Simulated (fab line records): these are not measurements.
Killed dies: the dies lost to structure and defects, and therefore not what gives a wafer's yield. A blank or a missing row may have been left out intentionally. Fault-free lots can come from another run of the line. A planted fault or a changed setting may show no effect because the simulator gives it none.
fab line records | flow gf180mcu
[record] lots = 6 | wafers = 18 | last-day = 34
route steps=602 shown M4@464 V4@476
lots untouched by any fault: they come from a run of this same line in which no faults occurred
start-h: hours from the record's first day to the start of the lot's first wafer shown | wait-h: hours elapsed since this lot's preceding step | " repeats the value in the row above | L1.1+2: several wafers, shown together as one row | - either no value or no given start | * or withheld: withheld | < > ~ a bound
route shown NAME@n: NAME is a module with steps in the file, n the number in the route of the first one | usual: average and standard deviation across the fault-free wafers | same: alike in all rows | chamber/n: place in a boat | sites: per-site readings | _std_site: standard deviation of those values | _edge_site: inner sites' mean taken away from outer sites' mean | radius-mm: how far each site lies from the wafer's centre | mask NAME#n: copy n | behind: the tool/chamber that last shaped the wafer | hold: what put the lot on hold/how long, in hours/how the hold closed | device: transistor that didn't switch, given as n, p or np | end of line: the same wafers' tests at the end of the route | step lacking rows: just its recipe | killed: dies lost to structure and defects at the first sort, not the wafer's yield | map: shows each die of a wafer: x if killed, . if not, _ if none is there
set.NAME: setting as actually run; set.NAME@STEP: the setting as run at that earlier step | model.NAME: the simulator's own value behind a step, which no gauge read
a table for each step, a row for each wafer; lots at some steps of the route
services: from which hour (start-h, from the record's first day; less than 0 if before it) a tool's chamber was out of use, for how many hours, and why
[[steps]]
[step GF_M4_HMDS_08]
[recipe] prime-time-s = 60 | prime-temp-c = 120
[step GF_M4_COAT_09]
[recipe] resist = KrF | spin-rpm = withheld | resist-thk-nm = 1000
[step GF_M4_SOFTBAKE_10]
[recipe] temp-c = 130 | time-s = 60 | resist = KrF
[step GF_M4_EXPOSE_11]
[recipe] mask-id = Metal4 | target-cd-nm = 280 | na = 0.68 | source-shape = conventional | sigma-outer = 0.6 | dose-mj = 28
[step GF_M4_PEB_12]
[recipe] peb-temp-c = 135 | peb-time-s = 90 | resist = KrF
[step GF_M4_DEVELOP_13]
[recipe] develop-time-s = 60 | dev-temp-c = 21
[step GF_M4_CD_MEAS_14]
[recipe] target-cd-nm = 280
[usual] cd-nm = 280.2/1.3
lot.wafer | tool      | chamber | start-h | wait-h | cd-nm
L496.3    | cd-sem-02 | -       | 549.50  | 0.1    | 280.6
L496.5    | "         | -       | "       | "      | 280.8
L496.6    | "         | -       | "       | "      | 281.8
L501.1    | cd-sem-02 | -       | 590.99  | 0.1    | 278.9
L501.5    | "         | -       | "       | "      | 279.0
L501.6    | "         | -       | "       | "      | 279.6
L510.1    | cd-sem-02 | -       | 659.24  | 0.1    | 279.7
L510.3    | "         | -       | "       | "      | 281.1
L510.6    | "         | -       | "       | "      | 279.0
L511.1    | cd-sem-02 | -       | 672.34  | 0.1    | 280.8
L511.4    | "         | -       | "       | "      | 281.4
L511.5    | "         | -       | "       | "      | 281.2
L512.2    | cd-sem-01 | -       | 683.48  | 0.1    | 280.8
L512.3    | "         | -       | "       | "      | 280.1
L512.6    | "         | -       | "       | "      | 281.1
L514.4    | cd-sem-02 | -       | 700.42  | 0.1    | 281.3
L514.5    | "         | -       | "       | "      | 280.1
L514.6    | "         | -       | "       | "      | 281.1
[step GF_M4_OVL_MEAS_15]
[usual] M4_OVL = 0/5.8
lot.wafer | tool       | chamber | start-h | wait-h | M4_OVL[nm]
L496.3    | overlay-01 | -       | 549.59  | 0.1    | 13
L496.5    | "          | -       | "       | "      | 4
L496.6    | "          | -       | "       | "      | 6
L501.1    | overlay-01 | -       | 591.11  | 0.1    | 7
L501.5    | "          | -       | "       | "      | 7
L501.6    | "          | -       | "       | "      | 10
L510.1    | overlay-02 | -       | 659.36  | 0.1    | 1
L510.3    | "          | -       | "       | "      | 8
L510.6    | "          | -       | "       | "      | 7
L511.1    | overlay-02 | -       | 672.46  | 0.1    | -7
L511.4    | "          | -       | "       | "      | -2
L511.5    | "          | -       | "       | "      | 0
L512.2    | overlay-01 | -       | 683.58  | 0.1    | -6
L512.3    | "          | -       | "       | "      | 1
L512.6    | "          | -       | "       | "      | 0
L514.4    | overlay-01 | -       | 700.50  | 0.1    | -3
L514.5    | "          | -       | "       | "      | -4
L514.6    | "          | -       | "       | "      | -3
[step GF_M4_METAL_ETCH_16]
[recipe] chemistry = Cl2/BCl3 | mask-material = KrF | target-depth-nm = 750.8 | stop-on = SiO2 | pressure-mtorr = 8 | icp-w = 800 | bias-w = 140 | Cl2_flow_sccm = 80 | bcl3-flow-sccm = 40 | time-s = 125.1
[usual] bcl3-flow-sccm = 39.99/0.13 | drypump-motor-current-A = 5.8/0.48 | oes-product-au = 0.990/0.0058 | throttle-valve-pct = 28.229/0.011
lot.wafer | tool         | chamber | start-h | wait-h | bcl3-flow-sccm | drypump-motor-current-A | oes-product-au | rf-hours-counter-h | throttle-valve-pct
L496.3    | rie-metal-03 | 0       | 549.66  | 0.1    | 39.94          | 6.6                     | 0.982          | -                  | 28.241
L496.5    | "            | 0       | "       | "      | 39.91          | 6.6                     | 0.981          | -                  | 28.228
L496.6    | "            | 1       | "       | "      | 40.22          | 5.9                     | 0.988          | -                  | 28.265
L501.1    | rie-metal-02 | 1       | 591.15  | 0.0    | 40.05          | 5.9                     | 1.001          | 6                  | 28.224
L501.5    | "            | 1       | "       | "      | 39.93          | 5.9                     | 0.993          | -                  | 28.191
L501.6    | "            | 0       | "       | "      | 40.03          | 4.9                     | 0.995          | -                  | 28.209
L510.1    | rie-metal-03 | 0       | 659.40  | 0.0    | 39.97          | 6.7                     | 0.985          | 13                 | 28.243
L510.3    | "            | 1       | "       | "      | 39.85          | 5.9                     | 0.984          | -                  | 28.216
L510.6    | "            | 0       | "       | "      | 39.97          | 6.6                     | 0.981          | -                  | 28.227
L511.1    | rie-metal-03 | 1       | 672.50  | 0.0    | 39.72          | 5.9                     | 0.983          | 3                  | 28.234
L511.4    | "            | 0       | "       | "      | 40.01          | 6.6                     | 0.989          | -                  | 28.237
L511.5    | "            | 1       | "       | "      | 40.03          | 5.9                     | 1.001          | -                  | 28.232
L512.2    | rie-metal-03 | 1       | 683.61  | 0.0    | 39.99          | 5.9                     | 0.992          | 4                  | 28.218
L512.3    | "            | 0       | "       | "      | 39.81          | 6.6                     | 0.986          | -                  | 28.237
L512.6    | "            | 0       | "       | "      | 39.90          | 6.6                     | 0.996          | -                  | 28.233
L514.4    | rie-metal-02 | 0       | 700.56  | 0.1    | 40.02          | 4.9                     | 1.005          | -                  | 28.227
L514.5    | "            | 0       | "       | "      | 40.03          | 4.9                     | 0.993          | -                  | 28.238
L514.6    | "            | 1       | "       | "      | 40.10          | 5.9                     | 0.990          | -                  | 28.224
[step GF_M4_STRIP_17]
[recipe] chemistry = O2/N2 | power-w = 1400 | pressure-mtorr = 1500 | platen-temp-c = 250 | o2-flow-sccm = 3000 | n2-flow-sccm = 300 | overash-fraction = 0.5
[usual] drypump-motor-current-A = 5.6/0.32 | heater-power-w = 336/35 | oes-product-au = 0.537/0.0048 | strip-time-to-endpoint-s = 7.37/0.044
lot.wafer | tool            | chamber | start-h | wait-h | drypump-motor-current-A | heater-power-w | oes-product-au | rf-hours-counter-h | strip-time-to-endpoint-s
L496.3    | plasma-asher-03 | 0       | 549.78  | 0.1    | 5.5                     | 313            | 0.541          | -                  | 7.38
L496.5    | "               | 0       | "       | "      | 5.5                     | 306            | 0.543          | -                  | 7.46
L496.6    | "               | 1       | "       | "      | 5.1                     | 329            | 0.533          | -                  | 7.39
L501.1    | plasma-asher-03 | 1       | 591.28  | 0.1    | 5.1                     | 332            | 0.540          | 49                 | 7.37
L501.5    | "               | 0       | "       | "      | 5.5                     | 308            | 0.534          | -                  | 7.38
L501.6    | "               | 1       | "       | "      | 5.1                     | 329            | 0.540          | -                  | 7.41
L510.1    | plasma-asher-02 | 1       | 659.53  | 0.1    | 5.5                     | 315            | 0.546          | 107                | 7.45
L510.3    | "               | 0       | "       | "      | 5.6                     | 332            | 0.542          | -                  | 7.42
L510.6    | "               | 1       | "       | "      | 5.5                     | 326            | 0.544          | -                  | 7.45
L511.1    | plasma-asher-04 | 0       | 672.63  | 0.1    | 6.1                     | 310            | 0.537          | 85                 | 7.40
L511.4    | "               | 1       | "       | "      | 5.6                     | 408            | 0.542          | -                  | 7.43
L511.5    | "               | 1       | "       | "      | 5.6                     | 406            | 0.530          | -                  | 7.40
L512.2    | plasma-asher-04 | 0       | 683.74  | 0.1    | 6.1                     | 295            | 0.542          | 87                 | 7.36
L512.3    | "               | 0       | "       | "      | 6.1                     | 296            | 0.535          | -                  | 7.38
L512.6    | "               | 1       | "       | "      | 5.6                     | 403            | 0.544          | -                  | 7.40
L514.4    | plasma-asher-03 | 0       | 700.68  | 0.1    | 5.5                     | 308            | 0.534          | -                  | 7.35
L514.5    | "               | 0       | "       | "      | 5.5                     | 309            | 0.530          | -                  | 7.29
L514.6    | "               | 1       | "       | "      | 5.1                     | 334            | 0.537          | -                  | 7.34
[step GF_M4_STRIP_18]
[recipe] chemistry = post-etch-residue-remover | time-s = 1200 | temp-c = 72.5
[step GF_M4_CLEAN_19]
[recipe] chemistry = DIW | dry = n2-spin
[step GF_V4_CVD_00]
[recipe] material = SiO2 | target-thk-nm = 600 | sigma-open-frac = 0.3 | temp-c = 400 | time-s = 100 | sih4-flow-sccm = 60 | pressure-mtorr = 6
[usual] sih4-flow-sccm = 60.01/0.18
lot.wafer | tool      | chamber | start-h | wait-h | sih4-flow-sccm | model.SiO2_of_V4_CVD_00.thk-nm
L496.3    | hdpcvd-02 | 0       | 550.28  | 0.0    | 60.03          | 594.2
L496.5    | "         | 1       | "       | "      | 59.97          | 605.5
L496.6    | "         | 2       | "       | "      | 59.77          | 601.8
L501.1    | hdpcvd-02 | 1       | 591.81  | 0.0    | 59.95          | 595.1
L501.5    | "         | 2       | "       | "      | 59.92          | 594.5
L501.6    | "         | 0       | "       | "      | 60.05          | 591.8
L510.1    | hdpcvd-02 | 1       | 660.07  | 0.0    | 72.02          | 722
L510.3    | "         | 0       | "       | "      | 72.25          | 710.8
L510.6    | "         | 1       | "       | "      | 72.33          | 718.1
L511.1    | hdpcvd-02 | 2       | 673.24  | 0.0    | 71.63          | 717.4
L511.4    | "         | 2       | "       | "      | 71.90          | 714.9
L511.5    | "         | 1       | "       | "      | 72.19          | 718.4
L512.2    | hdpcvd-01 | 1       | 684.29  | 0.0    | 60.43          | 599
L512.3    | "         | 0       | "       | "      | 60.27          | 603.9
L512.6    | "         | 0       | "       | "      | 60.20          | 595.2
L514.4    | hdpcvd-01 | 0       | 701.55  | 0.0    | 59.80          | 594.2
L514.5    | "         | 1       | "       | "      | 59.65          | 593.5
L514.6    | "         | 2       | "       | "      | 59.74          | 596.4
[step GF_V4_THK_MEAS_01]
[recipe] reads = SiO2_of_V4_CVD_00
[usual] V4_CVD_00_THK = 599/5.2
lot.wafer | tool          | chamber | start-h | wait-h | V4_CVD_00_THK[nm]
L496.3    | film-metro-02 | -       | 550.37  | 0.1    | 595
L496.5    | "             | -       | "       | "      | 606
L496.6    | "             | -       | "       | "      | 602
L501.1    | film-metro-02 | -       | 591.88  | 0.0    | 595
L501.5    | "             | -       | "       | "      | 595
L501.6    | "             | -       | "       | "      | 592
L510.1    | film-metro-02 | -       | 660.14  | 0.0    | 722
L510.3    | "             | -       | "       | "      | 711
L510.6    | "             | -       | "       | "      | 718
L511.1    | film-metro-01 | -       | 673.32  | 0.0    | 718
L511.4    | "             | -       | "       | "      | 715
L511.5    | "             | -       | "       | "      | 718
L512.2    | film-metro-04 | -       | 684.38  | 0.0    | 599
L512.3    | "             | -       | "       | "      | 604
L512.6    | "             | -       | "       | "      | 595
L514.4    | film-metro-04 | -       | 701.62  | 0.0    | 594
L514.5    | "             | -       | "       | "      | 593
L514.6    | "             | -       | "       | "      | 597
[step GF_V4_CVD_02]
[recipe] material = SiO2 | target-thk-nm = 850 | precursor = TEOS | temp-c = 400 | time-s = 94.851 | rf-w = 600
[usual] heater-power-w = 634/66
lot.wafer | tool     | chamber | start-h | wait-h | heater-power-w
L496.3    | pecvd-04 | 2       | 550.41  | 0.0    | 706
L496.5    | "        | 0       | "       | "      | 642
L496.6    | "        | 1       | "       | "      | 614
L501.1    | pecvd-02 | 0       | 591.94  | 0.1    | 632
L501.5    | "        | 0       | "       | "      | 691
L501.6    | "        | 1       | "       | "      | 552
L510.1    | pecvd-02 | 0       | 660.20  | 0.1    | 605
L510.3    | "        | 2       | "       | "      | 554
L510.6    | "        | 0       | "       | "      | 644
L511.1    | pecvd-04 | 1       | 673.38  | 0.1    | 612
L511.4    | "        | 0       | "       | "      | 543
L511.5    | "        | 2       | "       | "      | 735
L512.2    | pecvd-04 | 0       | 684.43  | 0.0    | 686
L512.3    | "        | 2       | "       | "      | 809
L512.6    | "        | 2       | "       | "      | 673
L514.4    | pecvd-04 | 1       | 701.69  | 0.1    | 564
L514.5    | "        | 0       | "       | "      | 534
L514.6    | "        | 2       | "       | "      | 778
[[services]]
tool            | chamber | start-h | hours | kind
rie-metal-02    | 0       | 527.75  | -     | clean
plasma-asher-02 | -       | 532.41  | 0.5   | repair
hdpcvd-01       | -       | 539.25  | 15.0  | pm
plasma-asher-02 | -       | 543.27  | 1.9   | repair
rie-metal-02    | -       | 555.22  | 14.6  | pm
rie-metal-03    | 1       | 561.08  | -     | clean
rie-metal-03    | 1       | 561.08  | 15.2  | scheduled-down
rie-metal-03    | 1       | 561.08  | 15.2  | vent-cycle
pecvd-04        | -       | 591.12  | 14.0  | pm
pecvd-04        | 0       | 591.12  | 14.0  | vent-cycle
pecvd-04        | 1       | 591.12  | 14.0  | vent-cycle
pecvd-04        | 2       | 591.12  | 14.0  | vent-cycle
pecvd-04        | 0       | 605.12  | -     | clean
pecvd-04        | 1       | 605.12  | -     | clean
pecvd-04        | 2       | 605.12  | -     | clean
hdpcvd-02       | -       | 606.71  | 2.4   | repair
plasma-asher-03 | -       | 611.62  | 3.3   | repair
hdpcvd-01       | -       | 624.24  | 1.1   | repair
plasma-asher-04 | -       | 624.30  | 3.5   | repair
pecvd-02        | -       | 629.17  | 2.8   | pm
hdpcvd-01       | -       | 635.71  | 0.7   | repair
plasma-asher-02 | -       | 648.91  | 2.8   | pm
plasma-asher-02 | -       | 660.27  | 14.6  | pm
plasma-asher-04 | -       | 694.18  | 1.5   | repair
[[key]]
[first-sign] step = GF_V4_CVD_00 | reading = sih4-flow-sccm | direction = up | sigmas = 68 | usual = 60.01 | struck = 72.05
[effect] step = GF_V4_THK_MEAS_01 | reading = V4_CVD_00_THK | direction = up | sigmas = 23 | usual = 599 | struck = 717
[model-effect] step = GF_V4_CVD_00 | value = SiO2_of_V4_CVD_00.thk-nm | without = 596.9 | struck = 716.9
met-at GF_V4_CVD_00
struck-wafers L510.1,L510.3,L510.6,L511.1,L511.4,L511.5
onset-between 591.81 660.07
[fault] kind = process-parameter-drift | tool = hdpcvd-02 | chamber = - | onset-h = 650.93 | steps = GF_V4_CVD_00 | channel = sih4-flow-sccm | offset = 12 | shape = step | end-h = 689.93 | acts-in = these-recipes-only | stated = 60
